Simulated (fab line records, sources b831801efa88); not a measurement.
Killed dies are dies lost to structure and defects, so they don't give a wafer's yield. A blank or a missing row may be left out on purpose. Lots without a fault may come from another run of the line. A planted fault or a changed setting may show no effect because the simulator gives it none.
Which tool did it? | flow sfq_line | 14 lots, 40 wafers sampled, at 4 steps of a route of 325

WHAT THE GAUGES READ, wafer by wafer
SFQ_M8_OVL_MEAS_948. Usual: M8_OVL 1 nm, standard deviation 5.2.
lot  | measured     | on         | M8_OVL (nm) | flag
L449 | day 71 10:44 | overlay-01 | 4 3 -1      |
L450 | day 71 22:44 | overlay-02 | -9 -10 -3   |
L451 | day 72 01:08 | overlay-02 | -4 -10 -4   |
L455 | day 73 11:20 | overlay-02 | 0 -1 5      |
L457 | day 74 00:32 | overlay-02 | -6 -7       |
L462 | day 80 09:46 | overlay-01 | 9 5         |
L463 | day 80 15:32 | overlay-01 | 2 -3 -4     |
L465 | day 81 11:57 | overlay-01 | -4 -5 -1    |
L467 | day 82 22:30 | overlay-02 | 1 0 1       |
L468 | day 83 00:53 | overlay-02 | -8 -1 -4    |
L469 | day 83 06:53 | overlay-01 | 1 -3 3      |
L470 | day 83 09:17 | overlay-01 | -7 7 -8     |
L471 | day 83 11:41 | overlay-01 | 6 -1 -4     |
L472 | day 83 14:06 | overlay-01 | 12 6 10     |

WHICH TOOL RAN EACH LOT (tool, then ch and the chambers of the sampled wafers, then the start)
lot  | SFQ_TRILAYER_I1_VIA_STRIP_STRIP_053 | SFQ_TRILAYER_I3_VIA_BARC_OPEN_VIA_ETCH_121 | SFQ_TRILAYER_I7_VIA_BARC_OPEN_VIA_ETCH_260
L449 | rie_metal-04 ch 0,1, day 20 16:44   | rie_diel-01 ch 0,1,3, day 34 06:17         | rie_diel-04 ch 0,1,3, day 70 14:35
L450 | rie_metal-04 ch 0,1, day 21 01:04   | rie_diel-01 ch 1,2,3, day 35 01:37         | rie_diel-03 ch 0,3, day 71 03:47
L451 | rie_metal-01 ch 0,1, day 21 10:40   | rie_diel-04 ch 0,2, day 35 10:01           | rie_diel-02 ch 1,2,3, day 71 08:23
L455 | rie_metal-04 ch 0, day 26 02:59     | rie_diel-02 ch 1,2,3, day 39 07:46         | rie_diel-03 ch 1,2,3, day 73 06:31
L457 | rie_metal-01 ch 0,1, day 26 20:01   | rie_diel-02 ch 0,2, day 40 01:34           | rie_diel-02 ch 0, day 73 16:10
L462 | rie_metal-01 ch 0,1, day 28 10:40   | rie_diel-02 ch 0, day 41 21:33             | rie_diel-04 ch 0,3, day 77 02:00
L463 | rie_metal-02 ch 0,1, day 28 16:40   | rie_diel-04 ch 0,2,3, day 41 22:45         | rie_diel-03 ch 0,1,2, day 77 06:36
L465 | rie_metal-04 ch 0,1, day 29 11:25   | rie_diel-04 ch 0,1, day 42 20:09           | rie_diel-02 ch 1,2, day 78 01:08
L467 | rie_metal-02 ch 0,1, day 30 03:13   | rie_diel-04 ch 0,2,3, day 43 09:28         | rie_diel-02 ch 1,2, day 80 01:06
L468 | rie_metal-04 ch 0,1, day 30 07:49   | rie_diel-01 ch 0,1,2, day 43 13:04         | rie_diel-03 ch 1,2, day 80 04:42
L469 | rie_metal-01 ch 0,1, day 30 15:01   | rie_diel-01 ch 2,3, day 44 04:40           | rie_diel-03 ch 0,1,2, day 80 10:42
L470 | rie_metal-02 ch 0,1, day 30 17:37   | rie_diel-01 ch 0,2,3, day 44 09:28         | rie_diel-03 ch 0,1, day 80 14:18
L471 | rie_metal-04 ch 0,1, day 31 00:37   | rie_diel-02 ch 0,3, day 44 13:04           | rie_diel-04 ch 0,1,2, day 80 16:42
L472 | rie_metal-02 ch 0,1, day 31 03:13   | rie_diel-02 ch 0,1,2, day 44 17:52         | rie_diel-02 ch 1,2,3, day 80 19:06
- SFQ_TRILAYER_I1_VIA_STRIP_STRIP_053: strips in O2.
- SFQ_TRILAYER_I3_VIA_BARC_OPEN_VIA_ETCH_121: etches BARC in O2, target depth 125 nm, time 41.7 s.
- SFQ_TRILAYER_I7_VIA_BARC_OPEN_VIA_ETCH_260: etches BARC in O2, target depth 125 nm, time 41.7 s.

WHAT THE TOOLS THEMSELVES READ (means of the sampled wafers that have a number; where no wafer has one, the mark that the record gives instead)
SFQ_TRILAYER_I1_VIA_STRIP_STRIP_053. Usual: chamber_pressure_mTorr 50.00 mTorr, standard deviation 0.048; drypump_motor_current_A 5.8 A, standard deviation 0.47; oes_product_au 0.999 a.u., standard deviation 0.008; platen_temp_c 39.99 C, standard deviation 0.11.
lot  | tool         | chamber_pressure_mTorr (mTorr) | drypump_motor_current_A (A) | oes_product_au (a.u.) | platen_temp_c (C) | flag
L449 | rie_metal-04 | 49.99                          | 5.9                         | 1.004                 | 39.99             |
L450 | rie_metal-04 | 50.03                          | 5.6                         | 1.010                 | 39.96             |
L451 | rie_metal-01 | 50.00                          | 5.6                         | 0.995                 | 40.01             |
L455 | rie_metal-04 | 50.00                          | 6.2                         | 0.998                 | 40.05             |
L457 | rie_metal-01 | 49.98                          | 5.5                         | 1.002                 | 39.95             |
L462 | rie_metal-01 | 49.96                          | 5.4                         | 0.992                 | 39.98             |
L463 | rie_metal-02 | 50.01                          | 6.2                         | 0.995                 | 39.96             |
L465 | rie_metal-04 | 49.99                          | 5.6                         | 1.005                 | 39.94             |
L467 | rie_metal-02 | 49.99                          | 6.2                         | 0.994                 | 39.93             |
L468 | rie_metal-04 | 50.06                          | 5.9                         | 0.991                 | 40.05             |
L469 | rie_metal-01 | 50.05                          | 5.4                         | 0.999                 | 40.02             |
L470 | rie_metal-02 | 50.02                          | 6.1                         | 1.000                 | 40.06             |
L471 | rie_metal-04 | 49.98                          | 5.6                         | 1.005                 | 39.92             |
L472 | rie_metal-02 | 50.00                          | 6.1                         | 0.993                 | 40.06             |

SFQ_TRILAYER_I3_VIA_BARC_OPEN_VIA_ETCH_121. Usual: chamber_pressure_mTorr 29.996 mTorr, standard deviation 0.028; drypump_motor_current_A 5.6 A, standard deviation 0.43; oes_product_au 0.685 a.u., standard deviation 0.0048; rf_fwd_power_W 493.9 W, standard deviation 2.1; run_length_s 70.2 s, standard deviation 0.37.
lot  | tool        | chamber_pressure_mTorr (mTorr) | drypump_motor_current_A (A) | oes_product_au (a.u.) | rf_fwd_power_W (W) | run_length_s (s) | flag
L449 | rie_diel-01 | 29.993                         | 5.6                         | 0.682                 | 492.6              | 70.2             |
L450 | rie_diel-01 | 29.991                         | 5.5                         | 0.684                 | 495.4              | 70.2             |
L451 | rie_diel-04 | 29.978                         | 5.7                         | 0.683                 | 494.5              | 69.8             |
L455 | rie_diel-02 | 30.003                         | 5.3                         | 0.683                 | 494.5              | 70.3             |
L457 | rie_diel-02 | 29.999                         | 5.9                         | 0.660                 | 495.6              | 74.0             | OFF
L462 | rie_diel-02 | 30.023                         | 6.3                         | 0.659                 | 497.4              | 73.7             | OFF
L463 | rie_diel-04 | 29.999                         | 5.7                         | 0.691                 | 492.7              | 70.2             |
L465 | rie_diel-04 | 30.003                         | 5.7                         | 0.684                 | 493.1              | 70.4             |
L467 | rie_diel-04 | 30.006                         | 5.7                         | 0.688                 | 493.9              | 69.9             |
L468 | rie_diel-01 | 29.980                         | 5.8                         | 0.687                 | 493.8              | 70.3             |
L469 | rie_diel-01 | 29.991                         | 5.3                         | 0.687                 | 494.3              | 70.1             |
L470 | rie_diel-01 | 30.023                         | 5.5                         | 0.682                 | 491.8              | 70.1             |
L471 | rie_diel-02 | 30.009                         | 6.0                         | 0.685                 | 495.0              | 69.7             |
L472 | rie_diel-02 | 29.995                         | 5.7                         | 0.683                 | 494.5              | 70.2             |

SFQ_TRILAYER_I7_VIA_BARC_OPEN_VIA_ETCH_260. Usual: chamber_pressure_mTorr 30.003 mTorr, standard deviation 0.027; drypump_motor_current_A 5.6 A, standard deviation 0.46; oes_product_au 0.685 a.u., standard deviation 0.0048; rf_fwd_power_W 493.9 W, standard deviation 1.8; run_length_s 70.1 s, standard deviation 0.44.
lot  | tool        | chamber_pressure_mTorr (mTorr) | drypump_motor_current_A (A) | oes_product_au (a.u.) | rf_fwd_power_W (W) | run_length_s (s) | flag
L449 | rie_diel-04 | 29.981                         | 5.5                         | 0.684                 | 493.2              | 70.4             |
L450 | rie_diel-03 | 30.007                         | 6.1                         | 0.689                 | 492.6              | 70.4             |
L451 | rie_diel-02 | 29.995                         | 5.3                         | 0.686                 | 492.2              | 70.5             |
L455 | rie_diel-03 | 30.008                         | 5.6                         | 0.686                 | 492.0              | 70.2             |
L457 | rie_diel-02 | 29.987                         | 6.4                         | 0.686                 | 497.3              | 69.6             |
L462 | rie_diel-04 | 29.989                         | 5.8                         | 0.689                 | 493.8              | 70.4             |
L463 | rie_diel-03 | 29.999                         | 5.7                         | 0.684                 | 493.6              | 69.8             |
L465 | rie_diel-02 | 29.969                         | 5.3                         | 0.688                 | 493.9              | 70.3             |
L467 | rie_diel-02 | 30.001                         | 5.3                         | 0.685                 | 493.1              | 70.5             |
L468 | rie_diel-03 | 30.020                         | 5.5                         | 0.684                 | 493.7              | 69.9             |
L469 | rie_diel-03 | 29.964                         | 5.8                         | 0.687                 | 491.5              | 69.8             |
L470 | rie_diel-03 | 29.998                         | 6.1                         | 0.684                 | 492.7              | 69.9             |
L471 | rie_diel-04 | 30.010                         | 5.5                         | 0.687                 | 495.0              | 70.4             |
L472 | rie_diel-02 | 29.997                         | 5.3                         | 0.680                 | 492.2              | 70.2             |

THE ANSWER, worked out from the rows above alone
Rule: a lot is off if the mean of its wafers that have a number lies more than 3 standard deviations from the usual mean. A lot without any number at a reading at which 4 lots or more have one is off too. The other lots that the step has rows for count as sound. The gauges are gone through in route order, then the tools' own readings, and for those a lot's mean is taken as printed above. The first step at which some lot is off is used, and at that step the reading that is off furthest; a lot without a number counts as furthest.
Off: L457, L462, at SFQ_TRILAYER_I3_VIA_BARC_OPEN_VIA_ETCH_121 (run_length_s).
A tool fits if, at that step or a process step before it, it ran every lot that is off, and no sound lot after the first of them. None of those tried fits.

WHAT THE SIMULATOR HAD PUT IN
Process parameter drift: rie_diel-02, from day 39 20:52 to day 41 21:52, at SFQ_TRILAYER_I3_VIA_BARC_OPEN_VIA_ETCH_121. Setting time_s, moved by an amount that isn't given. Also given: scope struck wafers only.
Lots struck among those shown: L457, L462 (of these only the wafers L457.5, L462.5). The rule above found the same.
